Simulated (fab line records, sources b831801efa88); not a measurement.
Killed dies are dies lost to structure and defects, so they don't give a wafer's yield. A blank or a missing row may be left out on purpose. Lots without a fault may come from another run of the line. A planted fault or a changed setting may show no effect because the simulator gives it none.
A struck lot beside a sound one | flow sky130 | 43 steps out of a route of 708
Sound: wafers L367.1, L367.3, L367.6. Struck: wafer L362.5. (L362.2 of the same lot was not struck and is left out.) The cause comes at the end.
At each step with rows: each side's tool, then ch and its chambers, then its first start. Under that, the readings that differ: sound wafers | struck wafers | difference of the means | sigmas: that difference in standard deviations of wafers without a fault.
alike: readings whose means differ by less than 2 such deviations, and words and numbers that are the same on both sides. not compared: withheld readings, readings that some wafer has no value for, bounds like >300 that may hide the same value, and numbers for which the record gives no deviation and whose values overlap.
The two part at a step that has a row with sigmas, a row that says differs or no value, or rows on one side only. Numbers that don't overlap but have no deviation are shown without sigmas and don't part them. A reading that every wafer of one side lacks parts them only if that side has two wafers or more.

first, 3 steps without rows for these wafers: SKY_SONOS_ONO_WET_ETCH_18 (etches Si3N4 in H3PO4, target depth 15 nm, time 172 s); SKY_GATE_OXIDE_CLEAN_00 (cleans in SC1/SC2, time 150 s); SKY_GATE_OXIDE_OXIDATION_01 (stabilise 600 s, purge 300 s, target thk 10.268 nm).
SKY_GATE_OXIDE_THK_MEAS_02:
  sound on film_metro-02, day 19 12:26; struck on film_metro-03, day 17 10:16
  alike: GATE_OXIDE_OXIDATION_00_THK
then, 7 steps without rows for these wafers: SKY_GATE_OXIDE_DEHYDRATE_03 (time 60 s); SKY_GATE_OXIDE_HMDS_04 (prime time 60 s); SKY_GATE_OXIDE_COAT_05 (resist thk 1140 nm); SKY_GATE_OXIDE_SOFTBAKE_06 (time 60 s); SKY_GATE_OXIDE_EXPOSE_07 (exposes mask LVOM, target cd 600 nm); SKY_GATE_OXIDE_PEB_08; SKY_GATE_OXIDE_DEVELOP_09 (develop time 60 s).
SKY_GATE_OXIDE_OVL_MEAS_10:
  sound on overlay-02, day 20 19:16; struck on overlay-01, day 18 16:20
  alike: GATE_OXIDE_OVL
SKY_GATE_OXIDE_IMPLANT_11:
  sound on implanter-01 ch 0, day 20 19:17; struck on implanter-04 ch 0, day 18 16:23
  alike: dose_ions_cm2
then, 1 step without rows for these wafers: SKY_GATE_OXIDE_WET_ETCH_12 (etches SiO2 in dHF, target depth 16.8 nm, time 336 s).
SKY_GATE_OXIDE_STRIP_13: strips in O2/N2.
  sound on plasma_asher-02 ch 0,1, day 20 19:33; struck on plasma_asher-01 ch 0, day 18 16:37
  alike: chamber_pressure_mTorr, drypump_motor_current_A, oes_product_au, strip_time_to_endpoint_s
  not compared: rf_hours_counter_h
SKY_GATE_OXIDE_TW_MEAS_14:
  sound on film_metro-02, day 20 19:39; struck on film_metro-02, day 18 16:43
  alike: GATE_OXIDE_TW
then, 3 steps without rows for these wafers: SKY_GATE_OXIDE_CLEAN_15 (cleans in SC1/SC2, time 150 s); SKY_GATE_OXIDE_OXIDATION_16 (stabilise 600 s, purge 300 s, target thk 3.57 nm); SKY_POLY_GATE_CVD_00 (deposits poly-Si, target thk 180 nm, time 720 s).
SKY_POLY_GATE_THK_MEAS_01:
  sound on film_metro-03, day 20 23:38; struck on film_metro-02, day 19 00:52
  alike: POLY_GATE_CVD_00_THK
then, 8 steps without rows for these wafers: SKY_RES_PROTECT_DEHYDRATE_00 (time 60 s); SKY_RES_PROTECT_HMDS_01 (prime time 60 s); SKY_RES_PROTECT_COAT_02 (resist thk 1140 nm); SKY_RES_PROTECT_SOFTBAKE_03 (time 60 s); SKY_RES_PROTECT_EXPOSE_04 (exposes mask RPM, target cd 1270 nm); SKY_RES_PROTECT_PEB_05; SKY_RES_PROTECT_DEVELOP_06 (develop time 60 s); SKY_POLY_GATE_IMPLANT_02.
SKY_RES_PROTECT_STRIP_07: strips in O2/N2.
  sound on plasma_asher-02 ch 0,1, day 22 06:26; struck on plasma_asher-03 ch 0, day 20 07:11
  reading                     | sound       | struck | difference | sigmas
  drypump_motor_current_A (A) | 6.0 5.8 5.8 | 4.8    | -1.1       | -2
  alike: chamber_pressure_mTorr, oes_product_au, strip_time_to_endpoint_s
  not compared: rf_hours_counter_h
SKY_RES_PROTECT_TW_MEAS_08:
  sound on film_metro-02, day 22 06:32; struck on film_metro-02, day 20 07:17
  alike: POLY_GATE_TW
then, 2 steps without rows for these wafers: SKY_RES_PROTECT_CLEAN_09 (cleans in SC1/SC2, time 150 s); SKY_POLY_GATE_CVD_03 (deposits Si3N4 from DCS/NH3, target thk 75 nm, time 1290 s).
SKY_POLY_GATE_THK_MEAS_04:
  sound on film_metro-03, day 22 09:00; struck on film_metro-02, day 20 08:45
  alike: POLY_GATE_CVD_03_THK
then, 8 steps without rows for these wafers: SKY_POLY_GATE_DEHYDRATE_05 (time 60 s); SKY_POLY_GATE_HMDS_06 (prime time 60 s); SKY_POLY_GATE_COAT_07 (resist thk 110 nm); SKY_POLY_GATE_COAT_08 (resist thk 450 nm); SKY_POLY_GATE_SOFTBAKE_09 (time 90 s); SKY_POLY_GATE_EXPOSE_10 (exposes mask P1M, target cd 150 nm); SKY_POLY_GATE_PEB_11; SKY_POLY_GATE_DEVELOP_12 (develop time 60 s).
SKY_POLY_GATE_CD_MEAS_13: target cd 150 nm.
  sound on cd_sem-02, day 23 14:36; struck on cd_sem-02, day 21 15:53
  alike: cd_nm
-- the record jumps here: 28 days lie between the struck wafers' starts before and after (it left off in module POLY_GATE and takes up again in module PAD_OPEN, whose first step shown is number 708 of the route) --
SKY_PAD_OPEN_PROBE_99:
  sound on prober-02, day 50 08:36; struck on prober-01, day 49 04:12
  reading                                 | sound                    | struck  | difference | sigmas
  model.etest.nfet_01v8.drive_ua_um_range | 8.914 6.002 7.436        | 18.98   | +11.53     |
  model.etest.pfet_01v8_lvt.vt_v_range    | 0.0223 0.02682 0.02429   | 0.1347  | +0.1102    |
  model.etest.pfet_01v8.vt_v_range        | 0.005934 0.01515 0.01113 | 0.05466 | +0.04392   |
  model.etest.nfet_01v8.vt_v_range        | 0.01144 0.007746 0.01281 | 0.02107 | +0.01040   |
  alike: killed_at_M0_to_M3, killed_at_M4_up, killed_at_contacts, killed_at_front_end, killed_at_other, killed_dies, killed_open, killed_short

WHERE THEY PART
Only at SKY_RES_PROTECT_STRIP_07, within this record. Later steps at which nothing parts them and some readings are alike: SKY_RES_PROTECT_TW_MEAS_08, SKY_POLY_GATE_THK_MEAS_04, SKY_POLY_GATE_CD_MEAS_13, SKY_PAD_OPEN_PROBE_99.

WHY: what the simulator had put in
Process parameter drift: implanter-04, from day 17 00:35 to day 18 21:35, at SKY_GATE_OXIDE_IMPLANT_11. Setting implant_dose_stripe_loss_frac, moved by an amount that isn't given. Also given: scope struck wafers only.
